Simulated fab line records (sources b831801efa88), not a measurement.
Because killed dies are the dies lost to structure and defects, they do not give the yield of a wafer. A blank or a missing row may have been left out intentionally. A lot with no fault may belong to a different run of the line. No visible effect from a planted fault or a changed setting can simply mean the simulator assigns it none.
One fault seen from 2 desks || flow sky130 || numbers are kept per desk, each desk with only its own; the story behind them comes last

## THE METROLOGY DESK
Means of the sampled wafers that have a number, per lot and without regard to the tool the lot ran on: this is what the gauges read. A lot is out of limits, marked OUT, if its mean lies more than 4 standard deviations from the usual mean; the brackets give that distance.
Columns: A = VT_ADJUST_NCORE_TW at SKY_VT_ADJUST_NCORE_TW_MEAS_11, usual 219.0; B = LDD_N_TW at SKY_LDD_N_TW_MEAS_17, usual 2584; C = LDD_HVP_TW at SKY_LDD_HVP_TW_MEAS_10, usual 458
{"lot": "L718", "first seen here": "day 8 17:53", "A": 219.4, "B": 2572, "C": 461}
{"lot": "L719", "first seen here": "day 8 19:54", "A": 219.3, "B": 2566, "C": 461}
{"lot": "L720", "first seen here": "day 9 06:04", "A": 217.5, "B": 2579, "C": 456}
{"lot": "L722", "first seen here": "day 9 20:11", "A": 221.3, "B": 2579, "C": 454}
{"lot": "L723", "first seen here": "day 9 21:35", "A": 220.5, "B": 2579, "C": 460}
{"lot": "L724", "first seen here": "day 10 06:42", "A": 222.0, "B": 2581, "C": 453}
{"lot": "L726", "first seen here": "day 10 23:39", "A": 218.3, "B": 2607, "C": 462}
{"lot": "L727", "first seen here": "day 11 01:35", "A": 218.8, "B": 2605, "C": 461}
{"lot": "L730", "first seen here": "day 12 04:04", "A": 219.1, "B": 2582, "C": 463}
{"lot": "L735", "first seen here": "day 13 16:50", "A": 218.3, "B": 2536, "C": 463}
{"lot": "L737", "first seen here": "day 14 05:20", "A": 218.3, "B": 2580, "C": 460}
{"lot": "L741", "first seen here": "day 15 06:23", "A": 219.7, "B": 2566, "C": 450}
This desk's verdict: no lot among the 12 shows anything out of limits.

## DESK OF THE TOOL OWNER: implanter-01
The tool's own readings at SKY_LDD_N_IMPLANT_09: means of the sampled wafers that have a number, for each lot that ran on this tool. A lot is out of limits, marked OUT, if its mean lies more than 4 standard deviations from the usual mean; the brackets give that distance.
Columns: A = beam energy keV at SKY_LDD_N_IMPLANT_09, usual 20.000; B = dose ions cm2 at SKY_LDD_N_IMPLANT_09, usual 7.5e+13
{"lot": "L724", "first seen here": "day 19 18:40", "A": 20.004, "B": 7.5e+13}
{"lot": "L727", "first seen here": "day 20 22:46", "A": 19.998, "B": 7.5e+13}
{"lot": "L735", "first seen here": "day 24 07:12", "A": "17.220 (-99 or more) OUT", "B": 7.5e+13}
{"lot": "L737", "first seen here": "day 24 19:15", "A": "17.214 (-99 or more) OUT", "B": 7.5e+13}
This desk finds L735, L737 out of limits, L735 being first, at day 24 07:12 (beam energy keV at SKY_LDD_N_IMPLANT_09). In limits: L724, L727.

## ALL TOGETHER
An alarm could have come from the tool owner's desk at day 24 07:12, on L735, L737.
Metrology desk: nothing out of limits seen.
The metrology desk has L735, L737 on record, within its limits.
On implanter-01, each named lot ran SKY_LDD_N_IMPLANT_09.

## WHAT THE SIMULATOR PUT IN
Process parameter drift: implanter-01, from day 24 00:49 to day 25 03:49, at SKY_LDD_N_IMPLANT_09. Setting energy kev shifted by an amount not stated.
Shown lots that were struck: L735, L737.
Each desk's first reading out of limits, in hours after the fault started: the tool owner's desk, 6.
